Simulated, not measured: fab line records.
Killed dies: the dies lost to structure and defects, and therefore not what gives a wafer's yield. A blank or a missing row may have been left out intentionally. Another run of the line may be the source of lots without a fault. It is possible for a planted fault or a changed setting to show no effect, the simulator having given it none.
What tool caused it?    flow sky130    Sampling: 24 lots, 72 wafers, 4 of 708 route steps

## WHAT THE GAUGES READ, wafer by wafer
SKY_VIA3_THK_MEAS_23: measures by xrf. Usual: for VIA3_W_THK the level is 401 nm and the standard deviation is 8.
lot   measured      on             VIA3_W_THK (nm)  flag
L074  day 39 11:44  film_metro-04  409 409 404      
L075  day 40 02:02  film_metro-04  403 402 399      
L076  day 40 03:43  film_metro-04  406 402 410      
L077  day 40 15:10  film_metro-03  409 404 406      
L078  day 40 17:35  film_metro-04  403 403 401      
L079  day 41 18:15  film_metro-02  389 392 388      
L080  day 41 22:38  film_metro-02  395 395 393      
L081  day 42 00:30  film_metro-03  410 411 411      
L082  day 42 03:47  film_metro-03  409 406 411      
L083  day 43 02:48  film_metro-03  409 409 411      
L084  day 43 04:29  film_metro-02  378 394 391      
L086  day 43 17:59  film_metro-03  412 406 409      
L085  day 43 21:28  film_metro-04  396 388 386      
L087  day 43 22:55  film_metro-02  384 391 383      
L088  day 44 05:13  film_metro-03  412 404 409      
L089  day 44 05:34  film_metro-04  401 407 393      
L090  day 44 05:36  film_metro-02  399 393 391      
L092  day 44 22:31  film_metro-03  396 404 408      
L091  day 45 00:14  film_metro-04  404 400 402      
L093  day 45 04:46  film_metro-03  405 411 408      
L094  day 45 23:47  film_metro-04  397 394 396      
L096  day 46 03:35  film_metro-02  392 394 393      
L095  day 46 03:53  film_metro-02  398 393 393      
L097  day 46 05:31  film_metro-02  390 394 390      

SKY_METAL4_CD_MEAS_13 targets a cd of 300 nm. Usual: cd_nm 300.8 nm, standard deviation 1.4.
lot   measured      on         cd_nm (nm)         flag
L074  day 41 14:43  cd_sem-02  299.9 300.8 298.7  
L075  day 42 03:13  cd_sem-01  302.6 303.2 302.9  
L076  day 42 05:14  cd_sem-01  301.2 299.7 300.0  
L077  day 42 15:35  cd_sem-02  301.1 301.1 301.6  
L078  day 42 22:05  cd_sem-02  300.0 300.2 299.7  
L079  day 43 17:34  cd_sem-01  302.1 301.4 301.4  
L080  day 43 22:17  cd_sem-01  301.0 300.9 301.8  
L081  day 44 00:07  cd_sem-01  301.0 300.2 301.2  
L082  day 44 03:07  cd_sem-02  299.7 300.2 300.8  
L083  day 45 02:43  cd_sem-01  302.9 300.5 301.8  
L084  day 45 03:26  cd_sem-01  299.7 299.7 300.1  
L086  day 45 13:04  cd_sem-01  298.9 300.8 301.3  
L085  day 45 18:44  cd_sem-01  300.0 299.8 300.1  
L087  day 45 19:53  cd_sem-02  298.3 298.2 299.1  
L088  day 46 01:10  cd_sem-02  299.0 299.8 300.3  
L089  day 46 01:40  cd_sem-02  300.1 301.4 300.4  
L090  day 46 02:01  cd_sem-02  300.3 301.7 300.9  
L092  day 46 18:45  cd_sem-02  304.0 300.6 301.3  
L091  day 46 19:28  cd_sem-01  301.6 301.6 300.4  
L093  day 46 23:58  cd_sem-01  303.1 304.0 303.6  
L094  day 47 17:05  cd_sem-02  300.3 300.6 301.0  
L096  day 47 21:11  cd_sem-02  303.1 303.1 300.4  
L095  day 47 21:13  cd_sem-01  300.0 298.6 298.2  
L097  day 47 22:20  cd_sem-02  300.4 300.4 300.9  

## EACH LOT AND THE TOOL THAT RAN IT (in order: tool; ch and the chambers of the sampled wafers; start)
lot   SKY_METAL2_SPUTTER_00         SKY_VIA3_CVD_21
L074  pvd_sputter-04, day 33 23:02  cvd_w-01 ch 0,1, day 39 11:31
L075  pvd_sputter-03, day 34 11:43  cvd_w-01 ch 0,1, day 40 01:47
L076  pvd_sputter-03, day 34 13:44  cvd_w-02 ch 0,1, day 40 03:28
L077  pvd_sputter-03, day 35 01:26  cvd_w-02 ch 0,1, day 40 14:56
L078  pvd_sputter-03, day 35 04:58  cvd_w-02 ch 0,1, day 40 17:21
L079  pvd_sputter-04, day 36 06:33  cvd_w-02 ch 0,1, day 41 18:00
L080  pvd_sputter-04, day 36 09:55  cvd_w-02 ch 0,1, day 41 22:22
L081  pvd_sputter-03, day 36 11:55  cvd_w-01 ch 0,1, day 42 00:16
L082  pvd_sputter-01, day 36 16:39  cvd_w-01 ch 0,1, day 42 03:34
L083  pvd_sputter-04, day 37 16:26  cvd_w-01 ch 0,1, day 43 02:34
L084  pvd_sputter-03, day 37 18:37  cvd_w-02 ch 0,1, day 43 04:14
L086  pvd_sputter-01, day 38 11:51  cvd_w-01 ch 0,1, day 43 17:45
L085  pvd_sputter-04, day 38 12:37  cvd_w-02 ch 0,1, day 43 21:13
L087  pvd_sputter-04, day 38 15:17  cvd_w-02 ch 0,1, day 43 22:40
L088  pvd_sputter-01, day 38 17:19  cvd_w-01 ch 0,1, day 44 04:58
L089  pvd_sputter-04, day 38 23:17  cvd_w-02 ch 0,1, day 44 05:18
L090  pvd_sputter-04, day 39 01:19  cvd_w-01 ch 0,1, day 44 05:21
L092  pvd_sputter-04, day 39 17:44  cvd_w-01 ch 0,1, day 44 22:16
L091  pvd_sputter-01, day 39 20:07  cvd_w-02 ch 0,1, day 44 23:59
L093  pvd_sputter-01, day 39 23:15  cvd_w-01 ch 0,1, day 45 04:31
L094  pvd_sputter-04, day 40 21:47  cvd_w-02 ch 0,1, day 45 23:32
L096  pvd_sputter-03, day 41 00:47  cvd_w-01 ch 0,1, day 46 03:22
L095  pvd_sputter-04, day 41 01:08  cvd_w-01 ch 0,1, day 46 03:40
L097  pvd_sputter-03, day 41 04:22  cvd_w-01 ch 0,1, day 46 05:16
- SKY_METAL2_SPUTTER_00: material Ti, target thk 15 nm, time 10 s.
- SKY_VIA3_CVD_21: deposits W, target thk 390 nm, time 117.31 s.

## WHAT THE TOOLS THEMSELVES READ (means of the sampled wafers that have a number; where no wafer has one, the mark that the record gives instead)
SKY_METAL2_SPUTTER_00. Usual: throttle_valve_pct 29.8 %, standard deviation 0.77.
lot   tool            throttle_valve_pct (%)  flag
L074  pvd_sputter-04  30.3                    
L075  pvd_sputter-03  29.8                    
L076  pvd_sputter-03  29.7                    
L077  pvd_sputter-03  29.6                    
L078  pvd_sputter-03  29.3                    
L079  pvd_sputter-04  30.9                    
L080  pvd_sputter-04  29.5                    
L081  pvd_sputter-03  29.2                    
L082  pvd_sputter-01  30.3                    
L083  pvd_sputter-04  30.3                    
L084  pvd_sputter-03  29.6                    
L086  pvd_sputter-01  31.0                    
L085  pvd_sputter-04  29.6                    
L087  pvd_sputter-04  30.2                    
L088  pvd_sputter-01  30.2                    
L089  pvd_sputter-04  30.2                    
L090  pvd_sputter-04  30.1                    
L092  pvd_sputter-04  29.5                    
L091  pvd_sputter-01  30.4                    
L093  pvd_sputter-01  30.5                    
L094  pvd_sputter-04  29.7                    
L096  pvd_sputter-03  29.8                    
L095  pvd_sputter-04  29.0                    
L097  pvd_sputter-03  29.4                    

SKY_VIA3_CVD_21. Usual: heater_power_w 860 W, standard deviation 89.
lot   tool      heater_power_w (W)  flag
L074  cvd_w-01  932                 
L075  cvd_w-01  918                 
L076  cvd_w-02  763                 
L077  cvd_w-02  770                 
L078  cvd_w-02  791                 
L079  cvd_w-02  775                 
L080  cvd_w-02  762                 
L081  cvd_w-01  908                 
L082  cvd_w-01  940                 
L083  cvd_w-01  948                 
L084  cvd_w-02  786                 
L086  cvd_w-01  903                 
L085  cvd_w-02  767                 
L087  cvd_w-02  767                 
L088  cvd_w-01  914                 
L089  cvd_w-02  787                 
L090  cvd_w-01  922                 
L092  cvd_w-01  926                 
L091  cvd_w-02  771                 
L093  cvd_w-01  909                 
L094  cvd_w-02  766                 
L096  cvd_w-01  918                 
L095  cvd_w-01  913                 
L097  cvd_w-01  924                 

## THE ANSWER, worked out from the rows above alone
Rule: lot off if the mean of its wafers having a number is beyond 3 standard deviations from the usual mean. Also off: a lot with no number at a reading for which 4 or more lots have one. The other lots that the step has rows for count as sound. First the gauges in route order, then the tools' own readings, where a lot's mean is used as printed above. The first step at which some lot is off is used, and at that step the reading that is off furthest; a lot without a number counts as furthest.
No lot is off on any of the readings shown, so nothing can be concluded from this.

## WHAT WAS PUT IN BY THE SIMULATOR
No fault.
